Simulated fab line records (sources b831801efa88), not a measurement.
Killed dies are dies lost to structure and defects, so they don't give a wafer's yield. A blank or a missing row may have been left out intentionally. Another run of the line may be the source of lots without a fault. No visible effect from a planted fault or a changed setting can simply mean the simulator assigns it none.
fab line records    flow sky130
record: lots: 6  wafers: 18  lastDay: 50
route steps=708 shown VIA4@651 METAL5@661 PAD_OPEN@708
lots with no fault: from the same line, run without faults
startH: hours from the record's first day to the start of the lot's first wafer shown    waitH: hours since the lot's step before    " same as the row above    L1.1+2: a row that stands for several wafers    - no value, or no start given    * or withheld: withheld    < > ~ a bound
route shown NAME@n: names a module that has steps shown in the file, with the first one's number in the route    usual: mean and standard deviation over wafers with no fault    same: alike in all rows    chamber/n: place in a boat    sites: the reading at each site    _std_site: how widely they spread, as a standard deviation    _edge_site: inner sites' mean taken away from outer sites' mean    radiusMm: for every site, how far away it sits from the centre of the wafer    mask NAME#n: copy n    behind: the most recent tool/chamber to have shaped the wafer    hold: cause of the lot's hold/its duration in hours/its outcome    device: names the non-switching transistor (n, p or np)    end of line: the tests these same wafers got at the end of their route    step lacking rows: just its recipe    killed: the dies lost at the first sort to structure and to defects; this is not the yield of the wafer    map: a wafer's dies, x killed, . not, _ none there
set.NAME: the setting the step ran with; set.NAME@STEP: the setting that earlier step ran with    model.NAME: the simulator's own value behind a step, which no gauge read
lots at selected steps of the route; one table per step, one row per wafer
services: from which hour (startH, from the record's first day; less than 0 if before it) a tool's chamber was out of use, for how many hours, and why
== steps ==
step: SKY_VIA4_ETCH_12
recipe: target: SiO2  chemistry: C4F8/O2/Ar  stopOn: TiN  maskMaterial: NOVOLAK  sourceW: 1500  biasW: 1200  pressureMtorr: 40  c4f8FlowSccm: withheld  O2_flow_sccm: 6  Ar_flow_sccm: 300  timeS: withheld  targetDepthA: 5800
usual: chamberPressureMTorr: 40.00/0.036  oesProductAu: 0.925/0.0046
lot.wafer  tool        chamber  startH   waitH  chamberPressureMTorr  oesProductAu
L487.2     rieDiel-04  0        1020.11  0.0    40.03                 0.934
L487.4     "           1        "        "      40.00                 0.925
L487.5     "           0        "        "      39.99                 0.924
L496.2     rieDiel-03  3        1091.13  0.0    39.97                 0.931
L496.3     "           0        "        "      40.01                 0.920
L496.5     "           0        "        "      39.97                 0.924
L499.2     rieDiel-03  2        1101.21  0.0    40.01                 0.924
L499.3     "           1        "        "      39.99                 0.931
L499.4     "           0        "        "      39.97                 0.924
L504.1     rieDiel-04  2        1124.78  0.0    39.97                 0.925
L504.5     "           2        "        "      39.99                 0.915
L504.6     "           1        "        "      40.02                 0.928
L507.3     rieDiel-01  0        1142.24  0.0    40.04                 0.924
L507.5     "           0        "        "      40.01                 0.927
L507.6     "           1        "        "      40.04                 0.927
L508.3     rieDiel-01  1        1148.39  0.0    39.93                 0.926
L508.4     "           2        "        "      39.99                 0.923
L508.6     "           3        "        "      39.95                 0.926
step: SKY_VIA4_STRIP_13
recipe: chemistry: O2/N2  powerW: 1400  pressureMtorr: 1500  platenTempC: withheld  o2FlowSccm: 3000  n2FlowSccm: 300  overashFraction: 0.5
usual: chamberPressureMTorr: 1500.0/1.4  drypumpMotorCurrentA: 6.1/0.32  oesProductAu: 0.709/0.0045  stripTimeToEndpointS: 12.79/0.03
lot.wafer  tool            chamber  startH   waitH  chamberPressureMTorr  drypumpMotorCurrentA  oesProductAu  rfHoursCounterH  stripTimeToEndpointS
L487.2     plasmaAsher-03  0        1020.18  -      1499.1                6.0                   0.713         24               12.80
L487.4     "               1        "        "      1500.6                5.8                   0.713         -                12.86
L487.5     "               0        "        "      1498.9                6.1                   0.713         -                12.80
L496.2     plasmaAsher-01  1        1091.21  -      1502.2                5.7                   0.695         68               12.76
L496.3     "               1        "        "      1497.7                5.7                   0.712         -                12.84
L496.5     "               0        "        "      1498.4                6.5                   0.713         -                12.83
L499.2     plasmaAsher-04  1        1101.28  -      1499.5                6.0                   0.709         4                12.77
L499.3     "               0        "        "      1501.1                6.5                   0.707         -                12.74
L499.4     "               1        "        "      1501.2                6.0                   0.709         -                12.83
L504.1     plasmaAsher-03  1        1124.86  -      1502.0                5.7                   0.700         36               12.81
L504.5     "               1        "        "      1500.2                5.8                   0.697         -                12.76
L504.6     "               0        "        "      1501.1                6.1                   0.706         -                12.82
L507.3     plasmaAsher-01  1        1142.34  -      1499.7                5.7                   0.713         -                12.79
L507.5     "               0        "        "      1501.3                6.4                   0.710         -                12.76
L507.6     "               1        "        "      1497.4                5.7                   0.715         -                12.82
L508.3     plasmaAsher-03  0        1148.49  -      1499.9                6.0                   0.714         -                12.78
L508.4     "               1        "        "      1498.6                5.7                   0.711         -                12.79
L508.6     "               0        "        "      1498.7                6.0                   0.713         -                12.80
step: SKY_VIA4_STRIP_14
recipe: chemistry: postEtchResidueRemover  timeS: 1200  tempC: 72.5
step: SKY_VIA4_CLEAN_15
recipe: chemistry: IPA  timeS: 180  tempC: 25
step: SKY_VIA4_CLEAN_16
recipe: chemistry: O3/DIW  dry: n2Spin
step: SKY_VIA4_SPUTTER_17
recipe: material: TiN  targetThkNm: 20  chamberPressurePa: 5  powerW: 4000  timeS: 80
usual: cathodeDcPowerW: 4000.0/0.66  throttleValvePct: 30.1/0.73
lot.wafer  tool           chamber  startH   waitH  cathodeDcPowerW  throttleValvePct
L487.2     pvdSputter-04  -        1020.78  0.0    3999.6           29.7
L487.4     "              -        "        "      3999.4           31.1
L487.5     "              -        "        "      3999.8           30.9
L496.2     pvdSputter-01  -        1091.80  0.0    3999.9           29.6
L496.3     "              -        "        "      4001.4           29.4
L496.5     "              -        "        "      4000.2           29.7
L499.2     pvdSputter-02  -        1101.88  0.0    4000.0           29.3
L499.3     "              -        "        "      4000.5           29.8
L499.4     "              -        "        "      3999.9           30.3
L504.1     pvdSputter-04  -        1125.46  0.0    4000.4           31.0
L504.5     "              -        "        "      4000.1           29.8
L504.6     "              -        "        "      4000.4           30.5
L507.3     pvdSputter-02  -        1142.90  0.0    4000.3           30.4
L507.5     "              -        "        "      4000.5           30.7
L507.6     "              -        "        "      4000.8           29.6
L508.3     pvdSputter-01  -        1149.13  0.0    3998.8           30.2
L508.4     "              -        "        "      3998.5           29.5
L508.6     "              -        "        "      4000.1           30.4
step: SKY_VIA4_CVD_18
recipe: material: W  targetThkNm: 505  timeS: 152.14  tempC: 400  pressureTorr: 40
step: SKY_VIA4_RS_MEAS_19
recipe: thkMeasGauge: four-point-probe  reads: W_of_VIA4_CVD_18+TiN_of_VIA4_SPUTTER_17
usual: VIA4_W_RS: 0.2271/0.0025
lot.wafer  tool          chamber  startH   waitH  VIA4_W_RS[ohm/sq]
L487.2     filmMetro-03  -        1021.01  0.1    0.2256
L487.4     "             -        "        "      0.2280
L487.5     "             -        "        "      0.2259
L496.2     filmMetro-02  -        1092.03  0.1    0.2291
L496.3     "             -        "        "      0.2272
L496.5     "             -        "        "      0.2268
L499.2     filmMetro-01  -        1102.11  0.1    0.2266
L499.3     "             -        "        "      0.2282
L499.4     "             -        "        "      0.2303
L504.1     filmMetro-03  -        1125.67  0.1    0.2258
L504.5     "             -        "        "      0.2249
L504.6     "             -        "        "      0.2317
L507.3     filmMetro-02  -        1143.15  0.1    0.2261
L507.5     "             -        "        "      0.2230
L507.6     "             -        "        "      0.2270
L508.3     filmMetro-02  -        1149.38  0.1    0.2274
L508.4     "             -        "        "      0.2272
L508.6     "             -        "        "      0.2272
step: SKY_VIA4_THK_MEAS_20
recipe: thkMeasGauge: xrf  reads: W_of_VIA4_CVD_18
usual: VIA4_W_THK: 499/7.1
lot.wafer  tool          chamber  startH   waitH  VIA4_W_THK[nm]
L487.2     filmMetro-03  -        1021.12  0.1    503
L487.4     "             -        "        "      500
L487.5     "             -        "        "      504
L496.2     filmMetro-02  -        1092.14  0.1    487
L496.3     "             -        "        "      492
L496.5     "             -        "        "      495
L499.2     filmMetro-01  -        1102.22  0.1    504
L499.3     "             -        "        "      500
L499.4     "             -        "        "      497
L504.1     filmMetro-03  -        1125.79  0.1    495
L504.5     "             -        "        "      499
L504.6     "             -        "        "      484
L507.3     filmMetro-02  -        1143.25  0.1    499
L507.5     "             -        "        "      506
L507.6     "             -        "        "      496
L508.3     filmMetro-02  -        1149.48  0.1    494
L508.4     "             -        "        "      494
L508.6     "             -        "        "      495
step: SKY_VIA4_CMP_21
recipe: stopOn: SiO2  tOverpolishS: 25  downForcePsi: 3.5  platenRpm: 60  targetThkNm: 0  padVelocityMS: 0.94248
step: SKY_METAL5_SPUTTER_00
recipe: material: Ti  targetThkNm: 15  powerW: 3000  timeS: 10  chamberPressurePa: 0.4
usual: cathodeDcPowerW: 3000.0/0.52  throttleValvePct: 30.1/0.78
lot.wafer  tool           chamber  startH   waitH  cathodeDcPowerW  throttleValvePct
L487.2     pvdSputter-02  -        1021.51  0.2    2999.8           29.4
L487.4     "              -        "        "      2999.7           29.4
L487.5     "              -        "        "      3000.1           29.4
L496.2     pvdSputter-02  -        1092.53  0.1    3000.5           29.3
L496.3     "              -        "        "      2999.9           29.6
L496.5     "              -        "        "      3000.3           29.4
L499.2     pvdSputter-02  -        1102.57  0.2    2999.8           31.8
L499.3     "              -        "        "      3000.7           29.4
L499.4     "              -        "        "      2999.1           30.1
L504.1     pvdSputter-03  -        1126.15  0.1    3000.4           29.0
L504.5     "              -        "        "      2999.9           29.3
L504.6     "              -        "        "      3000.7           30.5
L507.3     pvdSputter-03  -        1143.59  0.2    2999.2           30.3
L507.5     "              -        "        "      3000.4           30.7
L507.6     "              -        "        "      2999.6           29.2
L508.3     pvdSputter-03  -        1149.82  0.1    2999.4           29.5
L508.4     "              -        "        "      2999.7           30.4
L508.6     "              -        "        "      2999.1           30.5
step: SKY_METAL5_SPUTTER_01
recipe: material: TiN  targetThkNm: 20  powerW: 6500  timeS: 16.7  chamberPressurePa: 0.4
step: SKY_METAL5_SPUTTER_02
recipe: material: AlCu  targetThkNm: 1150  powerW: 10600  timeS: 61.2  chamberPressurePa: 0.4
usual: cathodeDcPowerW: 10600/1.9  throttleValvePct: 30.2/0.79
lot.wafer  tool           chamber  startH   waitH  cathodeDcPowerW  throttleValvePct  model.AlCu_of_METAL5_SPUTTER_02.thkNm
L487.2     pvdSputter-02  -        1021.56  0.0    10600            29.5              1127
L487.4     "              -        "        "      10604            29.7              1142
L487.5     "              -        "        "      10599            29.5              1132
L496.2     pvdSputter-02  -        1092.58  0.0    8669.1           29.4              915.6
L496.3     "              -        "        "      10597            29.5              1138
L496.5     "              -        "        "      8665.0           29.9              922.2
L499.2     pvdSputter-02  -        1102.62  0.0    10599            31.5              1134
L499.3     "              -        "        "      8665.5           29.4              936.6
L499.4     "              -        "        "      10601            30.3              1147
L504.1     pvdSputter-03  -        1126.20  0.0    10601            28.8              1183
L504.5     "              -        "        "      10606            28.9              1186
L504.6     "              -        "        "      10602            30.1              1173
L507.3     pvdSputter-03  -        1143.64  0.0    10602            30.2              1160
L507.5     "              -        "        "      10601            30.8              1164
L507.6     "              -        "        "      10599            29.2              1173
L508.3     pvdSputter-03  -        1149.87  0.0    10599            29.0              1168
L508.4     "              -        "        "      10600            30.6              1142
L508.6     "              -        "        "      10600            30.8              1145
step: SKY_METAL5_SPUTTER_03
recipe: material: Ti  targetThkNm: 5  powerW: 3000  timeS: 3.3  chamberPressurePa: 0.4
step: SKY_METAL5_SPUTTER_04
recipe: material: TiN  targetThkNm: 70  powerW: 6500  timeS: 58.3  chamberPressurePa: 0.4
step: SKY_METAL5_RS_MEAS_05
recipe: thkMeasGauge: four-point-probe  reads: TiN_of_METAL5_SPUTTER_04+Ti_of_METAL5_SPUTTER_03+AlCu_of_METAL5_SPUTTER_02+TiN_of_METAL5_SPUTTER_01+Ti_of_METAL5_SPUTTER_00
usual: METAL5_ALCU_RS: 0.0271/0.00039
lot.wafer  tool          chamber  startH   waitH  METAL5_ALCU_RS[ohm/sq]
L487.2     filmMetro-03  -        1021.70  0.0    0.0277
L487.4     "             -        "        "      0.0274
L487.5     "             -        "        "      0.0275
L496.2     filmMetro-04  -        1092.72  0.0    0.0340
L496.3     "             -        "        "      0.0273
L496.5     "             -        "        "      0.0338
L499.2     filmMetro-03  -        1102.80  0.1    0.0276
L499.3     "             -        "        "      0.0334
L499.4     "             -        "        "      0.0272
L504.1     filmMetro-04  -        1126.32  0.0    0.0263
L504.5     "             -        "        "      0.0262
L504.6     "             -        "        "      0.0265
L507.3     filmMetro-04  -        1143.80  0.1    0.0268
L507.5     "             -        "        "      0.0267
L507.6     "             -        "        "      0.0266
L508.3     filmMetro-01  -        1150.03  0.1    0.0267
L508.4     "             -        "        "      0.0273
L508.6     "             -        "        "      0.0272
step: SKY_METAL5_THK_MEAS_06
recipe: thkMeasGauge: xrf  reads: AlCu_of_METAL5_SPUTTER_02
usual: METAL5_ALCU_THK: 1130/19
lot.wafer  tool          chamber  startH   waitH  METAL5_ALCU_THK[nm]
L487.2     filmMetro-03  -        1021.81  0.1    1115
L487.4     "             -        "        "      1125
L487.5     "             -        "        "      1115
L496.2     filmMetro-04  -        1092.83  0.1    885
L496.3     "             -        "        "      1103
L496.5     "             -        "        "      895
L499.2     filmMetro-03  -        1102.91  0.1    1121
L499.3     "             -        "        "      930
L499.4     "             -        "        "      1137
L504.1     filmMetro-04  -        1126.44  0.1    1149
L504.5     "             -        "        "      1153
L504.6     "             -        "        "      1152
L507.3     filmMetro-04  -        1143.90  0.1    1133
L507.5     "             -        "        "      1134
L507.6     "             -        "        "      1144
L508.3     filmMetro-01  -        1150.13  0.1    1146
L508.4     "             -        "        "      1130
L508.6     "             -        "        "      1129
step: SKY_METAL5_DEHYDRATE_07
recipe: tempC: 200  timeS: 60
step: SKY_METAL5_HMDS_08
recipe: primeTimeS: 60  primeTempC: 120
step: SKY_METAL5_COAT_09
recipe: resist: NOVOLAK  spinRpm: 3000  resistThkNm: 1800
step: SKY_METAL5_SOFTBAKE_10
recipe: tempC: 90  timeS: 60  resist: NOVOLAK
step: SKY_METAL5_EXPOSE_11
recipe: maskId: MM5  na: 0.6  sourceShape: conventional  sigmaOuter: 0.6  polarization: unpolarized  targetCdNm: 1600  doseMj: 190
step: SKY_METAL5_PEB_12
recipe: tempC: withheld  timeS: *  resist: NOVOLAK
step: SKY_METAL5_DEVELOP_13
recipe: resist: NOVOLAK  developer: TMAH  developTimeS: 60  devTempC: 23
step: SKY_METAL5_DESCUM_14
recipe: chemistry: O2  sourcePowerW: 150  biasPowerW: 0  pressureMtorr: 10  tempC: 40  timeS: 11
step: SKY_METAL5_METAL_ETCH_15
recipe: targetDepthA: 12600  stopOn: SiO2  overEtchFrac: 0.2  timeS: 252  chemistry: Cl2/BCl3  resistSidewallDeg: 86  pressureMtorr: 10  icpW: 900  biasW: 48.5  Cl2_flow_sccm: 60  bcl3FlowSccm: 30
usual: chamberPressureMTorr: 9.999/0.0088  drypumpMotorCurrentA: 5.63/0.27  oesProductAu: 0.894/0.0054  throttleValvePct: 22.265/0.0091
lot.wafer  tool         chamber  startH   waitH  chamberPressureMTorr  drypumpMotorCurrentA  oesProductAu  rfHoursCounterH  throttleValvePct
L487.2     rieMetal-04  1        1043.63  0.0    10.010                5.77                  0.892         12               22.270
L487.4     "            1        "        "      9.982                 5.76                  0.883         -                22.258
L487.5     "            0        "        "      9.998                 5.65                  0.897         -                22.267
L496.2     rieMetal-03  0        1112.96  0.0    10.010                5.60                  0.805         18               22.276
L496.3     "            1        "        "      10.004                5.99                  0.903         -                22.257
L496.5     "            0        "        "      10.001                5.61                  0.812         -                22.264
L499.2     rieMetal-04  0        1123.01  0.0    10.003                5.65                  0.894         22               22.267
L499.3     "            1        "        "      10.003                5.75                  0.806         -                22.251
L499.4     "            0        "        "      9.984                 5.68                  0.893         -                22.267
L504.1     rieMetal-04  1        1146.09  0.1    9.996                 5.75                  0.891         20               22.274
L504.5     "            1        "        "      9.999                 5.76                  0.894         -                22.262
L504.6     "            1        "        "      10.002                5.73                  0.888         -                22.261
L507.3     rieMetal-03  1        1162.96  0.1    9.991                 5.97                  0.887         -                22.270
L507.5     "            0        "        "      9.990                 5.58                  0.889         -                22.287
L507.6     "            1        "        "      10.006                5.95                  0.905         -                22.270
L508.3     rieMetal-01  1        1168.81  0.1    9.990                 5.10                  0.904         -                22.252
L508.4     "            0        "        "      9.989                 5.65                  0.890         -                22.275
L508.6     "            0        "        "      10.000                5.63                  0.890         -                22.259
step: SKY_METAL5_STRIP_16
recipe: chemistry: O2/N2  powerW: 1400  pressureMtorr: 1500  platenTempC: withheld  o2FlowSccm: 3000  n2FlowSccm: 300  overashFraction: 0.5
usual: chamberPressureMTorr: 1500.0/1.4  drypumpMotorCurrentA: 6.0/0.61  oesProductAu: 0.711/0.0044  stripTimeToEndpointS: 13.15/0.095
lot.wafer  tool            chamber  startH   waitH  chamberPressureMTorr  drypumpMotorCurrentA  oesProductAu  rfHoursCounterH  stripTimeToEndpointS
L487.2     plasmaAsher-04  0        1043.87  0.2    1499.1                6.5                   0.704         123              13.16
L487.4     "               1        "        "      1498.2                6.0                   0.710         -                13.17
L487.5     "               1        "        "      1500.2                6.0                   0.712         -                13.19
L496.2     plasmaAsher-04  1        1113.19  0.2    1500.4                6.0                   0.710         5                13.19
L496.3     "               1        "        "      1497.2                6.0                   0.706         -                13.10
L496.5     "               0        "        "      1500.1                6.5                   0.711         -                13.10
L499.2     plasmaAsher-04  0        1123.25  0.2    1498.3                6.6                   0.703         7                13.12
L499.3     "               1        "        "      1501.3                6.0                   0.711         -                13.15
L499.4     "               0        "        "      1499.3                6.5                   0.713         -                13.02
L504.1     plasmaAsher-02  0        1146.56  0.4    1501.9                5.1                   0.714         106              13.23
L504.5     "               0        "        "      1500.3                5.1                   0.716         -                13.26
L504.6     "               1        "        "      1499.0                6.6                   0.714         -                13.25
L507.3     plasmaAsher-01  0        1163.15  0.1    1500.9                6.4                   0.706         -                13.16
L507.5     "               0        "        "      1502.5                6.4                   0.705         -                13.22
L507.6     "               1        "        "      1501.5                5.7                   0.714         -                13.16
L508.3     plasmaAsher-01  0        1169.00  0.1    1498.1                6.5                   0.719         -                13.15
L508.4     "               1        "        "      1499.0                5.7                   0.705         -                13.07
L508.6     "               0        "        "      1500.4                6.5                   0.706         -                13.05
step: SKY_PAD_OPEN_PROBE_99
usual: defectLimitedYield: 82.3/2.2  killed_at_M0_to_M3: 43/7.3  killed_at_M4_up: 3.2/1.9  killedAtContacts: 25/5.4  killedAtFrontEnd: 16/4.4  killedAtOther: 0.4/0.66  killedDies: 87/11  killedOpen: 48/7.9  killedShort: 39/6.5  sort_bin_3_pad_short: 0.8/0.43  sort_bin_5_function: 10.5/1.6  sort_bin_6_memory: 6.4/1.2  sortNPass: 405/11  sortYieldPct: 82.3/2.2
same: grossDies: 492  killedAtBackSide: 0  sort_bin_4_leakage[%]: 0  sort_bin_8_speed[%]: 0
lot.wafer  tool       chamber  startH   waitH  defectLimitedYield[%]  killed_at_M0_to_M3  killed_at_M4_up  killedAtContacts  killedAtFrontEnd  killedAtOther  killedDies  killedOpen  killedShort  sort_bin_3_pad_short[%]  sort_bin_5_function[%]  sort_bin_6_memory[%]  sortNPass  sortYieldPct[%]  model.etest.met5.rsOhmSq  model.etest.met5.lineOhmUm
L487.2     prober-02  -        1090.87  0.1    84.6                   36                  4                22                14                0              76          41          35           1.0                      9.1                     5.3                   416        84.6             0.02736                   0.01704
L487.4     prober-02  -        1090.97  0.2    84.6                   34                  5                20                17                0              76          46          28           0.6                      8.5                     6.3                   416        84.6             0.02765                   0.01724
L487.5     prober-02  -        1091.02  0.2    83.5                   43                  5                20                12                1              81          36          44           0.2                      8.9                     7.3                   411        83.5             0.02762                   0.01738
L496.2     prober-01  -        1156.27  0.1    82.5                   47                  3                23                13                0              86          53          33           0                        11.0                    6.5                   406        82.5             0.03424                   0.02146
L496.3     prober-01  -        1156.32  0.2    80.9                   54                  3                23                13                1              94          49          45           1.2                      10.0                    7.9                   398        80.9             0.0276                    0.0172
L496.5     prober-01  -        1156.42  0.2    84.6                   40                  2                22                12                0              76          41          35           0.6                      9.8                     5.1                   416        84.6             0.03414                   0.02136
L499.2     prober-02  -        1165.55  0.1    81.1                   46                  4                26                17                0              93          45          48           1.2                      8.9                     8.7                   399        81.1             0.0276                    0.01738
L499.3     prober-02  -        1165.60  0.2    79.9                   50                  6                22                21                0              99          57          42           0.8                      12.2                    7.1                   393        79.9             0.03345                   0.0209
L499.4     prober-02  -        1165.65  0.2    79.5                   35                  4                35                27                0              101         59          41           1.0                      12.8                    6.7                   391        79.5             0.02724                   0.01715
L504.1     prober-01  -        1185.49  0.1    81.3                   47                  4                29                12                0              92          54          38           0.4                      10.6                    7.7                   400        81.3             0.02622                   0.01625
L504.5     prober-01  -        1185.69  0.2    77.4                   47                  4                31                28                1              111         67          44           0.8                      13.2                    8.5                   381        77.4             0.02652                   0.01653
L504.6     prober-01  -        1185.74  0.2    86.0                   31                  2                25                11                0              69          39          29           1.0                      7.9                     5.1                   423        86.0             0.02676                   0.01666
L507.3     prober-02  -        1200.26  0.2    85.2                   30                  3                25                15                0              73          49          24           0.6                      8.1                     6.1                   419        85.2             0.02688                   0.0168
L507.5     prober-02  -        1200.36  0.2    80.7                   43                  5                29                18                0              95          50          44           1.0                      9.3                     8.9                   397        80.7             0.02673                   0.01669
L507.6     prober-02  -        1200.41  0.2    83.9                   40                  1                29                8                 1              79          44          35           0.4                      8.7                     6.9                   413        83.9             0.02637                   0.01649
L508.3     prober-01  -        1205.05  0.2    84.3                   41                  5                15                15                1              77          43          34           0.6                      9.1                     5.9                   415        84.3             0.02681                   0.01675
L508.4     prober-01  -        1205.10  0.2    76.2                   58                  8                32                19                0              117         64          53           0.6                      15.4                    7.7                   375        76.2             0.02745                   0.01703
L508.6     prober-01  -        1205.20  0.2    81.1                   47                  1                24                20                1              93          47          45           1.0                      12.2                    5.7                   399        81.1             0.02724                   0.01684
killed by level:class
L487.2 VIA3:geometricParticle:open=7 VIA1:geometricParticle:open=6 CONTACT:geometricParticle:open=6 CONTACT:geometricParticle:short=6 VIA2:geometricParticle:short=6 FIELD_ISO:geometricParticle:open=5 METAL2:geometricParticle:short=5 LOCAL_INTERCONNECT:geometricParticle:short=4
L487.4 LI_CONTACT:geometricParticle:open=10 VIA1:geometricParticle:open=8 VIA3:geometricParticle:open=6 VIA2:geometricParticle:open=6 CONTACT:geometricParticle:open=5 FIELD_ISO:geometricParticle:short=4 POLY_GATE:geometricParticle:short=4 VIA1:geometricParticle:short=4
L487.5 METAL2:geometricParticle:short=10 LI_CONTACT:geometricParticle:open=7 VIA1:geometricParticle:open=7 CONTACT:geometricParticle:short=6 METAL1:geometricParticle:short=6 VIA2:geometricParticle:open=5 VIA1:geometricParticle:short=5 FIELD_ISO:geometricParticle:short=4
L496.2 VIA1:geometricParticle:open=12 CONTACT:geometricParticle:open=9 VIA2:geometricParticle:open=8 VIA3:geometricParticle:open=7 LI_CONTACT:geometricParticle:open=5 CONTACT:geometricParticle:short=5 FIELD_ISO:geometricParticle:open=4 FIELD_ISO:geometricParticle:short=4
L496.3 CONTACT:geometricParticle:open=11 VIA1:geometricParticle:open=10 METAL1:geometricParticle:short=7 VIA1:geometricParticle:short=7 VIA3:geometricParticle:open=7 VIA2:geometricParticle:open=6 METAL3:geometricParticle:short=5 FIELD_ISO:geometricParticle:open=4
L496.5 VIA3:geometricParticle:open=8 CONTACT:geometricParticle:open=8 METAL2:geometricParticle:short=8 VIA1:geometricParticle:open=7 LI_CONTACT:geometricParticle:open=7 VIA2:geometricParticle:open=7 FIELD_ISO:geometricParticle:short=4 LI_CONTACT:geometricParticle:short=4
L499.2 CONTACT:geometricParticle:open=10 VIA3:geometricParticle:open=7 FIELD_ISO:geometricParticle:open=6 METAL2:geometricParticle:short=6 VIA1:geometricParticle:open=6 CONTACT:geometricParticle:short=6 METAL3:geometricParticle:short=6 VIA1:geometricParticle:short=6
L499.3 VIA1:geometricParticle:open=11 VIA2:geometricParticle:open=9 POLY_GATE:geometricParticle:short=7 LI_CONTACT:geometricParticle:open=7 VIA3:geometricParticle:open=7 POLY_GATE:geometricParticle:open=6 CONTACT:geometricParticle:open=6 CONTACT:geometricParticle:short=5
L499.4 FIELD_ISO:geometricParticle:open=11 CONTACT:geometricParticle:open=11 LOCAL_INTERCONNECT:geometricParticle:short=10 FIELD_ISO:geometricParticle:short=7 LI_CONTACT:geometricParticle:open=7 VIA2:geometricParticle:open=7 VIA3:geometricParticle:open=7 POLY_GATE:geometricParticle:open=5
L504.1 VIA1:geometricParticle:open=12 CONTACT:geometricParticle:open=10 METAL1:geometricParticle:short=8 LI_CONTACT:geometricParticle:open=7 METAL2:geometricParticle:short=7 VIA2:geometricParticle:open=5 FIELD_ISO:geometricParticle:short=4 METAL1:geometricParticle:open=4
L504.5 CONTACT:geometricParticle:open=14 VIA2:geometricParticle:open=14 VIA1:geometricParticle:open=12 FIELD_ISO:geometricParticle:short=11 LI_CONTACT:geometricParticle:open=9 FIELD_ISO:geometricParticle:open=6 POLY_GATE:geometricParticle:short=6 METAL1:geometricParticle:short=5
L504.6 VIA1:geometricParticle:open=11 LI_CONTACT:geometricParticle:open=9 CONTACT:geometricParticle:open=6 POLY_GATE:geometricParticle:open=4 LOCAL_INTERCONNECT:geometricParticle:short=4 METAL1:geometricParticle:short=4 FIELD_ISO:geometricParticle:short=3 LI_CONTACT:geometricParticle:short=3
L507.3 CONTACT:geometricParticle:open=11 VIA1:geometricParticle:open=9 VIA2:geometricParticle:open=8 LI_CONTACT:geometricParticle:open=7 VIA3:geometricParticle:short=5 POLY_GATE:geometricParticle:short=4 CONTACT:geometricParticle:short=4 METAL1:geometricParticle:short=4
L507.5 CONTACT:geometricParticle:open=14 LI_CONTACT:geometricParticle:open=10 METAL2:geometricParticle:short=10 POLY_GATE:geometricParticle:short=7 VIA2:geometricParticle:open=7 VIA1:geometricParticle:open=6 VIA3:geometricParticle:open=6 METAL1:geometricParticle:short=5
L507.6 CONTACT:geometricParticle:open=11 VIA3:geometricParticle:open=9 LI_CONTACT:geometricParticle:open=8 METAL3:geometricParticle:short=6 METAL2:geometricParticle:short=5 VIA1:geometricParticle:open=5 LI_CONTACT:geometricParticle:short=4 VIA2:geometricParticle:open=4
L508.3 VIA1:geometricParticle:open=10 VIA3:geometricParticle:open=8 LI_CONTACT:geometricParticle:open=6 METAL1:geometricParticle:short=5 FIELD_ISO:geometricParticle:short=4 POLY_GATE:geometricParticle:open=4 POLY_GATE:geometricParticle:short=4 METAL2:geometricParticle:short=4
L508.4 CONTACT:geometricParticle:open=16 VIA3:geometricParticle:open=10 METAL1:geometricParticle:short=8 VIA1:geometricParticle:open=8 VIA1:geometricParticle:short=8 CONTACT:geometricParticle:short=7 METAL2:geometricParticle:short=7 FIELD_ISO:geometricParticle:open=6
L508.6 VIA1:geometricParticle:open=11 CONTACT:geometricParticle:short=7 METAL1:geometricParticle:short=7 VIA2:geometricParticle:open=7 FIELD_ISO:geometricParticle:open=5 LI_CONTACT:geometricParticle:open=5 CONTACT:geometricParticle:open=5 METAL2:geometricParticle:short=5
== services ==
tool            chamber  startH   hours  kind
rieMetal-01     -        996.34   1.4    pm
rieDiel-04      0        1004.30  4.7    repair
plasmaAsher-02  -        1015.64  0.8    repair
rieDiel-03      -        1022.84  2.8    pm
rieMetal-03     -        1039.23  0.6    repair
rieDiel-01      3        1042.27  23.9   repair
rieDiel-01      0        1045.41  2.9    repair
plasmaAsher-04  -        1055.25  9.0    pm
rieMetal-04     0        1059.27  17.3   repair
pvdSputter-03   -        1059.53  7.7    repair
plasmaAsher-01  -        1065.05  4.9    repair
rieDiel-04      -        1072.54  4.3    pm
pvdSputter-04   -        1080.32  1.3    repair
rieDiel-04      0        1080.64  104.3  repair
rieDiel-04      -        1099.86  1.1    repair
plasmaAsher-01  -        1105.10  13.4   repair
plasmaAsher-01  -        1116.39  9.5    repair
rieDiel-03      3        1118.87  3.9    repair
pvdSputter-03   -        1129.17  2.1    repair
rieDiel-04      3        1132.93  3.4    repair
pvdSputter-04   -        1138.66  5.1    repair
pvdSputter-03   -        1159.48  3.9    repair
rieDiel-03      3        1165.52  11.0   repair
rieDiel-04      2        1167.64  4.5    repair
== key ==
firstSign: step: SKY_METAL5_SPUTTER_02  reading: cathodeDcPowerW  direction: down  sigmas: 99+  usual: 10600  struck: 8666.6
effect: step: SKY_METAL5_RS_MEAS_05  reading: METAL5_ALCU_RS  direction: up  sigmas: 17  usual: 0.0271  struck: 0.0337
effect: step: SKY_METAL5_THK_MEAS_06  reading: METAL5_ALCU_THK  direction: down  sigmas: 12  usual: 1130  struck: 903
effect: step: SKY_METAL5_METAL_ETCH_15  reading: oesProductAu  direction: down  sigmas: 16  usual: 0.894  struck: 0.808
modelEffect: step: SKY_METAL5_SPUTTER_02  value: AlCu_of_METAL5_SPUTTER_02.thkNm  without: 1134  struck: 924.8
modelEffect: step: SKY_PAD_OPEN_PROBE_99  value: etest.met5.rsOhmSq  without: 0.02762  struck: 0.03394
metAt SKY_METAL5_SPUTTER_02
struckWafers L496.2,L496.5,L499.3
onsetBetween 1021.56 1092.58
fault: kind: processParameterDrift  tool: pvdSputter-02  chamber: -  onsetH: 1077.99  steps: SKY_METAL5_SPUTTER_02  channel: powerW  offset: *  shape: step  endH: 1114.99  actsIn: *  stated: *  scope: struckWafersOnly
